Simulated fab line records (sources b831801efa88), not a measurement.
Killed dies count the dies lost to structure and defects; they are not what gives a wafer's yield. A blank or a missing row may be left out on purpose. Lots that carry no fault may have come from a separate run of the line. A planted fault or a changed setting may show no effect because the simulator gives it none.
Struck lot and sound lot, side by side + flow sky130 + 15 steps out of a route of 708
Sound: these wafers, L836.4, L836.5, L836.6. Wafers L844.2, L844.3, L844.4 were the ones struck. Last of all comes the cause.
Order at every step that has rows: each side's tool, ch and its chambers, its first start. Under that, the readings that differ: sound wafers + struck wafers + difference of the means + sigmas: that difference in standard deviations of wafers without a fault.
alike: a reading whose means differ by less than 2 such deviations, as well as words and numbers matching on both sides. not compared: withheld readings; readings where some wafer has no value; bounds like >300 that might hide an equal value; numbers whose values overlap and for which the record gives no deviation.
Wherever a step has rows on one side only, a row that says differs or no value, or a row with sigmas, the two part there. Numbers that have no deviation but don't overlap get no sigmas and don't part them. Lack of a reading on every wafer of one side parts them only where that side has two or more wafers.

first, 7 steps without rows for these wafers: SKY_GATE_OXIDE_DEHYDRATE_03 (time 60 s); SKY_GATE_OXIDE_HMDS_04 (prime time 60 s); SKY_GATE_OXIDE_COAT_05 (resist thk 1140 nm); SKY_GATE_OXIDE_SOFTBAKE_06 (time 60 s); SKY_GATE_OXIDE_EXPOSE_07 (exposes mask LVOM, target cd 600 nm); SKY_GATE_OXIDE_PEB_08; SKY_GATE_OXIDE_DEVELOP_09 (develop time 60 s).
SKY_GATE_OXIDE_OVL_MEAS_10:
  sound on overlay-02, day 16 04:38; struck on overlay-02, day 18 16:11
  alike: GATE_OXIDE_OVL
then, 2 steps without rows for these wafers: SKY_GATE_OXIDE_IMPLANT_11; SKY_GATE_OXIDE_WET_ETCH_12 (etches SiO2 in dHF, target depth 16.8 nm, time 336 s).
SKY_GATE_OXIDE_STRIP_13: strips in O2/N2.
  sound on plasmaAsher-01 ch 0,1, day 16 04:57; struck on plasmaAsher-04 ch 0,1, day 18 16:28
  alike: drypumpMotorCurrentA, oesProductAu, stripTimeToEndpointS
  not compared: rfHoursCounterH
SKY_GATE_OXIDE_TW_MEAS_14:
  sound on filmMetro-04, day 16 05:03; struck on filmMetro-04, day 18 16:34
  alike: GATE_OXIDE_TW
SKY_GATE_OXIDE_CLEAN_15: cleans in SC1/SC2, time 150 s.
  sound on wetBench-01 ch 3, day 16 05:05; struck on wetBench-04 ch 0, day 18 16:37
| reading        | sound       | struck      | difference | sigmas |
|----------------|-------------|-------------|------------|--------|
| runLengthS (s) | 177 177 177 | 208 208 208 | +31        | +10    |
  alike: bathGuardTempC
then, 1 step without rows for these wafers: SKY_GATE_OXIDE_OXIDATION_16 (stabilise 600 s, purge 300 s, target thk 3.57 nm).
-- the record jumps here: 30 days lie between the struck wafers' starts before and after (it left off in module GATE_OXIDE and takes up again in module PAD_OPEN, whose first step shown is number 708 of the route) --
SKY_PAD_OPEN_PROBE_99:
  sound on prober-02, day 47 16:08; struck on prober-02, day 49 03:15
  alike: killed_at_M0_to_M3, killed_at_M4_up, killedAtContacts, killedAtFrontEnd, killedAtOther, killedDies, killedOpen, killedShort

WHERE THEY PART
Only at SKY_GATE_OXIDE_CLEAN_15, as far as this record shows. Later steps at which nothing parts them and some readings are alike: SKY_PAD_OPEN_PROBE_99.

WHY: whatever the simulator had introduced
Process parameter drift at SKY_GATE_OXIDE_CLEAN_15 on wetBench-04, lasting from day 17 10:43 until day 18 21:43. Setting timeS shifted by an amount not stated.
